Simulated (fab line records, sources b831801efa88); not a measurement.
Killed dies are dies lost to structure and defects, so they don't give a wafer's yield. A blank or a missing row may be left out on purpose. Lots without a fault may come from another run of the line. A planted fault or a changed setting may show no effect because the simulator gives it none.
A struck lot beside a sound one | flow gf180mcu | 15 steps out of a route of 602
Sound: wafers L282.2, L282.5, L282.6. Struck: wafers L285.1, L285.2, L285.5. The cause comes at the end.
At each step with rows: each side's tool, then ch and its chambers, then its first start. Under that, the readings that differ: sound wafers | struck wafers | difference of the means | sigmas: that difference in standard deviations of wafers without a fault.
alike: readings whose means differ by less than 2 such deviations, and words and numbers that are the same on both sides. not compared: withheld readings, readings that some wafer has no value for, bounds like >300 that may hide the same value, and numbers for which the record gives no deviation and whose values overlap.
The two part at a step that has a row with sigmas, a row that says differs or no value, or rows on one side only. Numbers that don't overlap but have no deviation are shown without sigmas and don't part them. A reading that every wafer of one side lacks parts them only if that side has two wafers or more.

GF_CONTACT_ETCH_16: etches BARC in N2/H2.
  sound on rie_diel-02 ch 0,2,3, day 19 23:07; struck on rie_diel-03 ch 0,2,3, day 20 17:55
  alike: drypump_motor_current_A, oes_product_au, throttle_valve_pct
GF_CONTACT_ETCH_17: etches SiO2 in C4F8/O2/Ar, stops on CoSi2, target depth 860 nm.
  sound on rie_diel-02 ch 0,2,3; struck on rie_diel-03 ch 0,2,3
  alike: oes_product_au
then, 5 steps without rows for these wafers: GF_CONTACT_STRIP_18 (strips in O2/N2); GF_CONTACT_CLEAN_19 (cleans in SPM); GF_CONTACT_CLEAN_20 (cleans in DIW); GF_CONTACT_CLEAN_21 (cleans in dHF, time 20 s); GF_CONTACT_SPUTTER_22 (material Ti, target thk 15 nm, time 80.02 s).
GF_CONTACT_SPUTTER_23: material TiN, target thk 10 nm, time 40 s.
  sound on pvd_sputter-03, day 19 23:38; struck on pvd_sputter-01, day 20 18:26
  alike: chamber_pressure_pa, throttle_valve_pct
GF_CONTACT_CVD_24: deposits W, target thk 300 nm, time 90.339 s.
  sound on cvd_w-01 ch 0,1, day 19 23:41; struck on cvd_w-02 ch 1, day 20 18:28
  alike: heater_power_w
GF_CONTACT_RS_MEAS_25: measures by four-point-probe.
  sound on film_metro-02, day 19 23:48; struck on film_metro-02, day 20 18:40
  alike: CONTACT_W_RS
GF_CONTACT_THK_MEAS_26: measures by xrf.
  sound on film_metro-02, day 19 23:55; struck on film_metro-02, day 20 18:47
  alike: CONTACT_W_THK
GF_CONTACT_CMP_27: polishes, stops on SiO2, t overpolish 15 s, target thk 0 nm.
  sound on cmp-02 ch 0,1, day 19 23:58; struck on cmp-02 ch 1,2, day 20 18:51
  alike: head_pressure_psi, motor_current_A, overpolish_run_s, slurry_filter_dp_kPa, time_to_endpoint_s
GF_M1_SPUTTER_00: material Ti, target thk 37.5 nm, time 150 s.
  sound on pvd_sputter-02, day 20 00:16; struck on pvd_sputter-02, day 20 19:09
  reading                               | sound             | struck            | difference | sigmas
  model.Ti_of_M1_SPUTTER_00.thk_nm (nm) | 37.88 37.86 37.96 | 48.19 47.94 48.12 | +10.18     |
  alike: chamber_pressure_pa, throttle_valve_pct
then, 1 step without rows for these wafers: GF_M1_SPUTTER_01 (material TiN, target thk 30 nm, time 25 s).
-- the record jumps here: 12 days lie between the struck wafers' starts before and after (it left off in module M1 and takes up again in module PASSIVATION, whose first step shown is number 602 of the route) --
GF_PASSIVATION_PROBE_99:
  the record has rows for the struck wafers here (prober-02, day 32 18:11) and none for the sound ones

WHERE THEY PART
Only at GF_PASSIVATION_PROBE_99, within this record.

WHY: what the simulator had put in
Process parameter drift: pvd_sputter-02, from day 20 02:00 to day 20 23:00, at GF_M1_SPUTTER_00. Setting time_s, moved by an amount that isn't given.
